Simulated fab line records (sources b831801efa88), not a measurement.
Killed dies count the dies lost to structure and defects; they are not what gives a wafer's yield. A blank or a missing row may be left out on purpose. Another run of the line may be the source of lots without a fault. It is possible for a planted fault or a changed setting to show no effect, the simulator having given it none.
Which tool was responsible? || flow gf180mcu || 13 lots with 39 wafers sampled at 2 steps, on a route of 602 steps

## WHAT EACH GAUGE READ, for each wafer
GF_CONTACT_CD_MEAS_14: the cd target is 220 nm. Usual: cd-nm reads 220.0 nm (standard deviation 1.2).
{"lot": "L834", "measured": "day 16 02:12", "on": "cd-sem-01", "cd-nm (nm)": "221.0 221.5 221.1", "flag": ""}
{"lot": "L835", "measured": "day 16 12:28", "on": "cd-sem-02", "cd-nm (nm)": "221.4 220.2 220.2", "flag": ""}
{"lot": "L836", "measured": "day 16 21:33", "on": "cd-sem-01", "cd-nm (nm)": "218.5 218.8 218.0", "flag": ""}
{"lot": "L837", "measured": "day 17 07:41", "on": "cd-sem-01", "cd-nm (nm)": "220.5 221.0 221.2", "flag": ""}
{"lot": "L842", "measured": "day 19 00:11", "on": "cd-sem-02", "cd-nm (nm)": "224.7 225.8 225.0", "flag": "OFF"}
{"lot": "L850", "measured": "day 22 01:20", "on": "cd-sem-01", "cd-nm (nm)": "219.5 220.0 219.6", "flag": ""}
{"lot": "L852", "measured": "day 22 14:59", "on": "cd-sem-01", "cd-nm (nm)": "217.8 217.4 219.2", "flag": ""}
{"lot": "L853", "measured": "day 23 05:49", "on": "cd-sem-02", "cd-nm (nm)": "221.6 219.9 222.6", "flag": ""}
{"lot": "L854", "measured": "day 23 09:41", "on": "cd-sem-01", "cd-nm (nm)": "220.8 220.7 220.1", "flag": ""}
{"lot": "L855", "measured": "day 23 11:33", "on": "cd-sem-02", "cd-nm (nm)": "220.3 219.2 220.5", "flag": ""}
{"lot": "L856", "measured": "day 23 20:20", "on": "cd-sem-01", "cd-nm (nm)": "220.9 220.1 221.2", "flag": ""}
{"lot": "L857", "measured": "day 24 11:25", "on": "cd-sem-01", "cd-nm (nm)": "220.8 221.3 221.2", "flag": ""}
{"lot": "L851", "measured": "day 25 05:29", "on": "cd-sem-01", "cd-nm (nm)": "219.8 219.8 219.4", "flag": ""}

## TOOL THAT RAN EACH LOT (tool first, then ch and the chambers of the sampled wafers, then the start)
{"lot": "L834", "GF_CONTACT_COAT_09": "litho-track-04 ch 0, day 15 15:00"}
{"lot": "L835", "GF_CONTACT_COAT_09": "litho-track-04 ch 0, day 16 00:00"}
{"lot": "L836", "GF_CONTACT_COAT_09": "litho-track-01 ch 0, day 16 10:00"}
{"lot": "L837", "GF_CONTACT_COAT_09": "litho-track-04 ch 0, day 16 20:00"}
{"lot": "L842", "GF_CONTACT_COAT_09": "litho-track-01 ch 0, day 18 12:00"}
{"lot": "L850", "GF_CONTACT_COAT_09": "litho-track-03 ch 0, day 21 12:00"}
{"lot": "L852", "GF_CONTACT_COAT_09": "litho-track-03 ch 0, day 22 03:00"}
{"lot": "L853", "GF_CONTACT_COAT_09": "litho-track-03 ch 0, day 22 17:00"}
{"lot": "L854", "GF_CONTACT_COAT_09": "litho-track-03 ch 0, day 22 22:00"}
{"lot": "L855", "GF_CONTACT_COAT_09": "litho-track-04 ch 0, day 23 00:00"}
{"lot": "L856", "GF_CONTACT_COAT_09": "litho-track-01 ch 0, day 23 08:00"}
{"lot": "L857", "GF_CONTACT_COAT_09": "litho-track-04 ch 0, day 24 00:00"}
{"lot": "L851", "GF_CONTACT_COAT_09": "litho-track-04 ch 0, day 24 18:00"}
- GF_CONTACT_COAT_09: resist thk 1000 nm.

## AS READ BY THE TOOLS THEMSELVES (means over the sampled wafers that have a number; for cases with no such wafer, the mark the record gives instead)
The record holds no such reading with a usual standard deviation.

## THE ANSWER, worked out from the rows above alone
Rule: a lot counts as off when the mean over its wafers that have a number is more than 3 standard deviations away from the usual mean. Also off: a lot with no number at a reading for which 4 or more lots have one. Any other lot the step has rows for is counted as sound. Order of review: gauges by route order, followed by the tools' own readings, for which a lot's mean as printed above is used. At the first step where some lot is off, the reading lying furthest off is the one used; lots without a number count as furthest.
Off, at GF_CONTACT_CD_MEAS_14 on cd-nm: L842.
If a tool, at a process step before that reading, ran all the lots that are off and no sound lot after the first of them, it fits. Gauges at GF_CONTACT_CD_MEAS_14: tried the same way as those tools. Of those tried, none fits.

## WHAT THE SIMULATOR PUT IN
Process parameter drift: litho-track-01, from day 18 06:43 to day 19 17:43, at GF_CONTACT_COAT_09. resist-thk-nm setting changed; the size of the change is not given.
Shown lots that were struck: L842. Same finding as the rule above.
